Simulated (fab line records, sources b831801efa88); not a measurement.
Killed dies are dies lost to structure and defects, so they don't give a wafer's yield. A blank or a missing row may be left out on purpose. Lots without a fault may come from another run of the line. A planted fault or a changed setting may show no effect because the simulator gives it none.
Problem report in the 8D (eight disciplines) form, filled by code | flow sky130 | the parts of the form that need people (team, actions taken, sign-off) are left out

1. THE PROBLEM
LDD_LDN_TW at SKY_LDD_LDN_TW_MEAS_13 reads a mean of 1546 on 6 wafers of 2 lots; wafers without a fault read 1477 with a standard deviation of 7. That is +9.8 standard deviations from the usual mean.
First seen on wafer L993.1, day 28 02:53, on film_metro-04. The record holds 39 wafers of 13 lots with a number at this step. Rule for "out", or "out of limits": more than 4 standard deviations from the usual mean. The other wafers with a number count as sound.

2. WHAT IT IS AND WHAT IT IS NOT
question                    | is                           | is not
which readings at this step | LDD_LDN_TW                   | -
which lots                  | L993, L994                   | L100, L101, L978, L980, L982, L983, L986, L990, L996, L997, L999
which wafers of those lots  | all that have a number       | -
read on which gauges        | film_metro-03, film_metro-04 | film_metro-01
when                        | from day 28 02:53            | up to then (18 sound wafers); but 15 sound wafers of L100, L101, L996, L997, L999 came after

3. SUSPECTS, AND WHAT RULES EACH OUT
Counting: a tool at a process step up to the reading stays a suspect if it ran every lot that is out and no sound lot after the first of them.
- the gauge at SKY_LDD_LDN_TW_MEAS_13: ruled out. The wafers that are out were read on 2 gauges (film_metro-03, film_metro-04).
- implanter-03 at SKY_LDD_LDN_IMPLANT_10: kept. It ran every lot that is out, first L993 (day 28 02:29), and no sound lot after that; its last sound lot up to then is L990 (day 27 07:42). Its own readings are out on those wafers: dose_ions_cm2, faraday_current_uA.
Left after counting: implanter-03 at SKY_LDD_LDN_IMPLANT_10.

4. THE CAUSE (what the simulator had put in)
Process parameter drift: implanter-03, from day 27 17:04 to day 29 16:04, at SKY_LDD_LDN_IMPLANT_10. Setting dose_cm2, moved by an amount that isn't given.
Counting left only this tool.

5. THE CHAIN OF EFFECTS, in route order
Each row: a reading whose mean over the struck wafers that have a number lies more than 3 standard deviations from the usual. Only readings for which the record gives a usual standard deviation are gone through. hours: the time from each lot's start at the first step in this table that gives one to its start at this step, as a median over the lots. sigmas: the change in usual standard deviations.
hours | step                   | reading            | usual      | on struck wafers | change      | sigmas
0     | SKY_LDD_LDN_IMPLANT_10 | dose_ions_cm2      | 1.2503e+13 | 2.0741e+13       | +8.2378e+12 | +99 or more
0     | SKY_LDD_LDN_IMPLANT_10 | faraday_current_uA | 70.4       | 119.1            | +48.7       | +35
0     | SKY_LDD_LDN_TW_MEAS_13 | LDD_LDN_TW         | 1477       | 1546             | +69         | +9.8
The process steps in it:
- SKY_LDD_LDN_IMPLANT_10
Later measuring or inspecting steps at which every struck wafer that the step has a row for has a number for every such reading, and none has moved that far: SKY_POLY_CUT_CD_MEAS_08, SKY_SD_N_RS_MEAS_18, SKY_LI_CONTACT_OVL_MEAS_13.

6. WHAT WOULD HAVE CAUGHT IT SOONER
In this record the first reading out of limits at a measuring or inspecting step was taken at day 28 02:53, 10 hours after the fault began at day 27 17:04.
The tool's own readings at SKY_LDD_LDN_IMPLANT_10 were out on every struck wafer that the step has a row for (dose_ions_cm2, faraday_current_uA): an alarm limit on them would have fired on the first of those.
Of the lots that are out (2), L994 began SKY_LDD_LDN_IMPLANT_10 on implanter-03 after day 28 02:53. A hold on the tool at that time would have spared it.
